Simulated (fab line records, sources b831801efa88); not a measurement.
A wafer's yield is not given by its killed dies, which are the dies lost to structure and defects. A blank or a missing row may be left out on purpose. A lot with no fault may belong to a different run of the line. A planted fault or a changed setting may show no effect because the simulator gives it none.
Chamber matching / flow gf180mcu / pecvd-03 running GF_V4_CVD_02: 3 sister chambers
The step deposits SiO2 from TEOS, target thk 850 nm, time 94.851 s. 3 wafers are shown with their chamber, then 8 later ones without.

## WAFERS, EACH WITH ITS CHAMBER
wafer=L082.4; chamber=2; heater_power_w (W)=656
wafer=L083.5; chamber=0; heater_power_w (W)=746
wafer=L084.1; chamber=1; heater_power_w (W)=821

## WAFERS WITHOUT THEIR CHAMBER
wafer=L084.2; heater_power_w (W)=631
wafer=L084.3; heater_power_w (W)=641
wafer=L090.1; heater_power_w (W)=792
wafer=L090.3; heater_power_w (W)=658
wafer=L090.4; heater_power_w (W)=747
wafer=L097.3; heater_power_w (W)=740
wafer=L097.5; heater_power_w (W)=610
wafer=L097.6; heater_power_w (W)=676

## WHICH CHAMBER EACH ONE RAN IN
wafer=L084.2; from the rows above=2; in truth=2
wafer=L084.3; from the rows above=2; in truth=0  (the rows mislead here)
wafer=L090.1; from the rows above=can't be placed: 1 or 0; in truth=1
wafer=L090.3; from the rows above=2; in truth=2
wafer=L090.4; from the rows above=0; in truth=0
wafer=L097.3; from the rows above=0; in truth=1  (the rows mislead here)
wafer=L097.5; from the rows above=2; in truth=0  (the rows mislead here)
wafer=L097.6; from the rows above=2; in truth=2
Placed correctly: 4 of 8. Not placeable from these rows: 1 (in 1, the candidates include the true chamber). Placed wrongly: 3.
How it was worked out, from the rows above alone: a wafer's distance from a chamber is the root of the sum, over the readings, of the square of ((its reading less the chamber's mean) divided by the reading's scatter). If the next closest chamber is less than 2 further off than the closest, the wafer can't be placed; otherwise it belongs to the closest. The mean given for a chamber averages the wafers shown for that chamber. The scatter: root of mean squared gap, hidden wafer to nearest shown wafer, with one shown wafer a chamber.
